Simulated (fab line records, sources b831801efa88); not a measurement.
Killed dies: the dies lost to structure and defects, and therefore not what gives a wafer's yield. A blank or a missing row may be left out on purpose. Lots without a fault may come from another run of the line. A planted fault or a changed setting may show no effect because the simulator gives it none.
Which tool did it? / flow gf180mcu / 42 wafers from 14 lots sampled at 5 of the route's 602 steps

## WHAT THE GAUGES READ, wafer by wafer
GF_POLY_GATE_CD_MEAS_10: target cd 280 nm. Usual: cd-nm 279.7 nm, standard deviation 1.4.
lot=L288; measured=day 9 03:31; on=cd-sem-01; cd-nm (nm)=278.1 277.9 278.4; flag=
lot=L289; measured=day 9 11:01; on=cd-sem-02; cd-nm (nm)=280.0 280.6 280.4; flag=
lot=L290; measured=day 9 20:55; on=cd-sem-01; cd-nm (nm)=281.4 280.8 280.7; flag=
lot=L296; measured=day 11 15:07; on=cd-sem-02; cd-nm (nm)=279.2 279.4 280.5; flag=
lot=L297; measured=day 11 21:26; on=cd-sem-02; cd-nm (nm)=278.6 278.3 278.9; flag=
lot=L300; measured=day 12 17:01; on=cd-sem-01; cd-nm (nm)=275.5 277.3 276.5; flag=
lot=L303; measured=day 13 17:09; on=cd-sem-02; cd-nm (nm)=280.2 279.8 280.0; flag=
lot=L304; measured=day 13 22:53; on=cd-sem-01; cd-nm (nm)=280.0 279.1 280.0; flag=
lot=L305; measured=day 14 07:02; on=cd-sem-01; cd-nm (nm)=282.8 281.1 281.2; flag=
lot=L306; measured=day 14 21:09; on=cd-sem-02; cd-nm (nm)=279.5 279.7 279.9; flag=
lot=L307; measured=day 15 02:28; on=cd-sem-01; cd-nm (nm)=280.9 280.9 281.0; flag=
lot=L309; measured=day 15 10:55; on=cd-sem-01; cd-nm (nm)=281.2 278.5 280.3; flag=
lot=L310; measured=day 15 15:25; on=cd-sem-01; cd-nm (nm)=279.4 278.8 279.0; flag=
lot=L311; measured=day 16 04:15; on=cd-sem-02; cd-nm (nm)=278.3 277.1 278.1; flag=

GF_HV_LDD_TW_MEAS_23. Usual: HV_LDD_2_TW 1056, standard deviation 12.
lot=L288; measured=day 10 17:26; on=film-metro-02; HV_LDD_2_TW=1034 1034 1031; flag=
lot=L289; measured=day 11 01:04; on=film-metro-01; HV_LDD_2_TW=1056 1054 1057; flag=
lot=L290; measured=day 11 12:44; on=film-metro-04; HV_LDD_2_TW=1067 1074 1069; flag=
lot=L296; measured=day 13 08:50; on=film-metro-04; HV_LDD_2_TW=1155 1155 1154; flag=OFF
lot=L297; measured=day 13 14:59; on=film-metro-04; HV_LDD_2_TW=1164 1154 1163; flag=OFF
lot=L300; measured=day 14 10:31; on=film-metro-02; HV_LDD_2_TW=1053 1045 1050; flag=
lot=L303; measured=day 15 15:07; on=film-metro-02; HV_LDD_2_TW=1042 1040 1049; flag=
lot=L304; measured=day 15 18:44; on=film-metro-04; HV_LDD_2_TW=1069 1072 1070; flag=
lot=L305; measured=day 16 03:41; on=film-metro-02; HV_LDD_2_TW=1040 1041 1042; flag=
lot=L306; measured=day 16 19:15; on=film-metro-01; HV_LDD_2_TW=1059 1055 1062; flag=
lot=L307; measured=day 17 00:09; on=film-metro-04; HV_LDD_2_TW=1070 1071 1061; flag=
lot=L309; measured=day 17 14:10; on=film-metro-02; HV_LDD_2_TW=1046 1045 1045; flag=
lot=L310; measured=day 17 16:54; on=film-metro-02; HV_LDD_2_TW=1035 1041 1032; flag=
lot=L311; measured=day 18 05:06; on=film-metro-02; HV_LDD_2_TW=1040 1038 1040; flag=

GF_HV_LDD_OVL_MEAS_47. Usual: HV_LDD_03_OVL 0.7 nm, standard deviation 1.6.
lot=L288; measured=day 12 07:53; on=overlay-01; HV_LDD_03_OVL (nm)=2.5 -0.5 -0.1; flag=
lot=L289; measured=day 12 16:10; on=overlay-02; HV_LDD_03_OVL (nm)=0.4 1.0 1.0; flag=
lot=L290; measured=day 13 03:29; on=overlay-01; HV_LDD_03_OVL (nm)=-2.1 0.6 0.2; flag=
lot=L296; measured=day 15 02:14; on=overlay-02; HV_LDD_03_OVL (nm)=1.1 1.5 2.4; flag=
lot=L297; measured=day 15 09:06; on=overlay-01; HV_LDD_03_OVL (nm)=1.1 1.0 3.1; flag=
lot=L300; measured=day 16 05:25; on=overlay-01; HV_LDD_03_OVL (nm)=-0.9 -0.8 -0.6; flag=
lot=L303; measured=day 17 12:58; on=overlay-02; HV_LDD_03_OVL (nm)=4.2 4.7 2.7; flag=
lot=L304; measured=day 17 16:00; on=overlay-02; HV_LDD_03_OVL (nm)=1.0 -1.5 -0.9; flag=
lot=L305; measured=day 18 02:31; on=overlay-02; HV_LDD_03_OVL (nm)=1.5 2.0 1.4; flag=
lot=L306; measured=day 18 18:31; on=overlay-01; HV_LDD_03_OVL (nm)=3.3 1.7 1.0; flag=
lot=L307; measured=day 19 00:35; on=overlay-02; HV_LDD_03_OVL (nm)=-0.5 -2.4 -0.3; flag=
lot=L309; measured=day 19 13:44; on=overlay-02; HV_LDD_03_OVL (nm)=1.0 2.8 2.0; flag=
lot=L310; measured=day 20 05:37; on=overlay-01; HV_LDD_03_OVL (nm)=-1.1 0.5 0.2; flag=
lot=L311; measured=day 20 05:47; on=overlay-02; HV_LDD_03_OVL (nm)=-1.6 0.5 0.3; flag=

## EACH LOT AND THE TOOL THAT RAN IT (in order: tool; ch and the chambers of the sampled wafers; start)
lot=L288; GF_HV_LDD_IMPLANT_21=implanter-03 ch 0, day 10 17:12; GF_HV_LDD_STRIP_22=plasma-asher-04 ch 0,1, day 10 17:19
lot=L289; GF_HV_LDD_IMPLANT_21=implanter-03 ch 0, day 11 00:49; GF_HV_LDD_STRIP_22=plasma-asher-02 ch 0,1, day 11 00:58
lot=L290; GF_HV_LDD_IMPLANT_21=implanter-02 ch 0, day 11 12:30; GF_HV_LDD_STRIP_22=plasma-asher-03 ch 0, day 11 12:37
lot=L296; GF_HV_LDD_IMPLANT_21=implanter-02 ch 0, day 13 08:26; GF_HV_LDD_STRIP_22=plasma-asher-04 ch 0,1, day 13 08:33
lot=L297; GF_HV_LDD_IMPLANT_21=implanter-02 ch 0, day 13 14:46; GF_HV_LDD_STRIP_22=plasma-asher-02 ch 0,1, day 13 14:55
lot=L300; GF_HV_LDD_IMPLANT_21=implanter-03 ch 0, day 14 10:16; GF_HV_LDD_STRIP_22=plasma-asher-03 ch 0,1, day 14 10:25
lot=L303; GF_HV_LDD_IMPLANT_21=implanter-04 ch 0, day 15 14:52; GF_HV_LDD_STRIP_22=plasma-asher-03 ch 0,1, day 15 15:01
lot=L304; GF_HV_LDD_IMPLANT_21=implanter-04 ch 0, day 15 18:31; GF_HV_LDD_STRIP_22=plasma-asher-04 ch 0,1, day 15 18:40
lot=L305; GF_HV_LDD_IMPLANT_21=implanter-03 ch 0, day 16 03:26; GF_HV_LDD_STRIP_22=plasma-asher-02 ch 0,1, day 16 03:35
lot=L306; GF_HV_LDD_IMPLANT_21=implanter-03 ch 0, day 16 19:00; GF_HV_LDD_STRIP_22=plasma-asher-02 ch 0,1, day 16 19:09
lot=L307; GF_HV_LDD_IMPLANT_21=implanter-04 ch 0, day 16 23:54; GF_HV_LDD_STRIP_22=plasma-asher-02 ch 0,1, day 17 00:03
lot=L309; GF_HV_LDD_IMPLANT_21=implanter-04 ch 0, day 17 13:56; GF_HV_LDD_STRIP_22=plasma-asher-02 ch 0,1, day 17 14:03
lot=L310; GF_HV_LDD_IMPLANT_21=implanter-03 ch 0, day 17 16:39; GF_HV_LDD_STRIP_22=plasma-asher-04 ch 0,1, day 17 16:48
lot=L311; GF_HV_LDD_IMPLANT_21=implanter-03 ch 0, day 18 04:51; GF_HV_LDD_STRIP_22=plasma-asher-03 ch 0,1, day 18 05:00
- GF_HV_LDD_IMPLANT_21
- GF_HV_LDD_STRIP_22: strips in O2/N2.

## WHAT THE TOOLS THEMSELVES READ (means of the sampled wafers that have a number; where no wafer has one, the mark that the record gives instead)
GF_HV_LDD_IMPLANT_21. Usual: beam-energy-keV 25.001, standard deviation 0.0076.
lot=L288 tool=implanter-03 beam-energy-keV=25.005 flag=
lot=L289 tool=implanter-03 beam-energy-keV=24.994 flag=
lot=L290 tool=implanter-02 beam-energy-keV=24.994 flag=
lot=L296 tool=implanter-02 beam-energy-keV=33.438 flag=OFF
lot=L297 tool=implanter-02 beam-energy-keV=33.456 flag=OFF
lot=L300 tool=implanter-03 beam-energy-keV=25.002 flag=
lot=L303 tool=implanter-04 beam-energy-keV=25.000 flag=
lot=L304 tool=implanter-04 beam-energy-keV=24.998 flag=
lot=L305 tool=implanter-03 beam-energy-keV=25.000 flag=
lot=L306 tool=implanter-03 beam-energy-keV=25.005 flag=
lot=L307 tool=implanter-04 beam-energy-keV=25.003 flag=
lot=L309 tool=implanter-04 beam-energy-keV=25.005 flag=
lot=L310 tool=implanter-03 beam-energy-keV=24.995 flag=
lot=L311 tool=implanter-03 beam-energy-keV=24.994 flag=

GF_HV_LDD_STRIP_22. Usual: drypump-motor-current-A 5.5 A, standard deviation 0.32; heater-power-w 348 W, standard deviation 51; oes-product-au 0.716 a.u., standard deviation 0.0047; strip-time-to-endpoint-s 12.64 s, standard deviation 0.036.
lot=L288; tool=plasma-asher-04; drypump-motor-current-A (A)=5.6; heater-power-w (W)=358; oes-product-au (a.u.)=0.714; strip-time-to-endpoint-s (s)=12.63; flag=
lot=L289; tool=plasma-asher-02; drypump-motor-current-A (A)=5.2; heater-power-w (W)=353; oes-product-au (a.u.)=0.715; strip-time-to-endpoint-s (s)=12.69; flag=
lot=L290; tool=plasma-asher-03; drypump-motor-current-A (A)=5.4; heater-power-w (W)=295; oes-product-au (a.u.)=0.719; strip-time-to-endpoint-s (s)=12.65; flag=
lot=L296; tool=plasma-asher-04; drypump-motor-current-A (A)=5.5; heater-power-w (W)=346; oes-product-au (a.u.)=0.714; strip-time-to-endpoint-s (s)=12.62; flag=
lot=L297; tool=plasma-asher-02; drypump-motor-current-A (A)=5.2; heater-power-w (W)=395; oes-product-au (a.u.)=0.716; strip-time-to-endpoint-s (s)=12.64; flag=
lot=L300; tool=plasma-asher-03; drypump-motor-current-A (A)=5.8; heater-power-w (W)=322; oes-product-au (a.u.)=0.712; strip-time-to-endpoint-s (s)=12.71; flag=
lot=L303; tool=plasma-asher-03; drypump-motor-current-A (A)=5.8; heater-power-w (W)=314; oes-product-au (a.u.)=0.714; strip-time-to-endpoint-s (s)=12.61; flag=
lot=L304; tool=plasma-asher-04; drypump-motor-current-A (A)=5.6; heater-power-w (W)=359; oes-product-au (a.u.)=0.717; strip-time-to-endpoint-s (s)=12.62; flag=
lot=L305; tool=plasma-asher-02; drypump-motor-current-A (A)=5.2; heater-power-w (W)=391; oes-product-au (a.u.)=0.717; strip-time-to-endpoint-s (s)=12.63; flag=
lot=L306; tool=plasma-asher-02; drypump-motor-current-A (A)=5.2; heater-power-w (W)=354; oes-product-au (a.u.)=0.716; strip-time-to-endpoint-s (s)=12.61; flag=
lot=L307; tool=plasma-asher-02; drypump-motor-current-A (A)=5.2; heater-power-w (W)=352; oes-product-au (a.u.)=0.715; strip-time-to-endpoint-s (s)=12.67; flag=
lot=L309; tool=plasma-asher-02; drypump-motor-current-A (A)=5.2; heater-power-w (W)=397; oes-product-au (a.u.)=0.714; strip-time-to-endpoint-s (s)=12.60; flag=
lot=L310; tool=plasma-asher-04; drypump-motor-current-A (A)=5.6; heater-power-w (W)=360; oes-product-au (a.u.)=0.716; strip-time-to-endpoint-s (s)=12.66; flag=
lot=L311; tool=plasma-asher-03; drypump-motor-current-A (A)=5.9; heater-power-w (W)=326; oes-product-au (a.u.)=0.716; strip-time-to-endpoint-s (s)=12.69; flag=

## THE ANSWER, worked out from the rows above alone
Rule: a lot is off if the mean of its wafers that have a number lies more than 3 standard deviations from the usual mean. A lot without any number at a reading at which 4 lots or more have one is off too. The other lots that the step has rows for count as sound. Order of review: gauges by route order, followed by the tools' own readings, for which a lot's mean as printed above is used. At the first step where some lot is off, the reading lying furthest off is the one used; lots without a number count as furthest.
Off: L296, L297, seen at GF_HV_LDD_TW_MEAS_23 (HV_LDD_2_TW).
If a tool, at a process step before that reading, ran all the lots that are off and no sound lot after the first of them, it fits. Not tried: the gauges at GF_HV_LDD_TW_MEAS_23; whatever is off there is also off at GF_HV_LDD_IMPLANT_21, on other tools, and gauge error can't account for it. One candidate fits, namely implanter-02 at GF_HV_LDD_IMPLANT_21. A fault onset in the window from L290 (day 11 12:30, its last sound lot) to L296 (day 13 08:26, its first lot off) fits.
On the lots that are off, the tool's own readings at GF_HV_LDD_IMPLANT_21 differ by more than 5 times the standard deviation of the sound lots' means, which bears it out; beam-energy-keV reads 33.447 there versus 25.000 on the sound lots.

## WHAT THE SIMULATOR HAD INSERTED
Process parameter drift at GF_HV_LDD_IMPLANT_21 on implanter-02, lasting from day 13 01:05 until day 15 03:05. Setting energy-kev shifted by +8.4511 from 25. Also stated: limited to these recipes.
Shown lots that were struck: L296, L297. The same result came from the rule above.
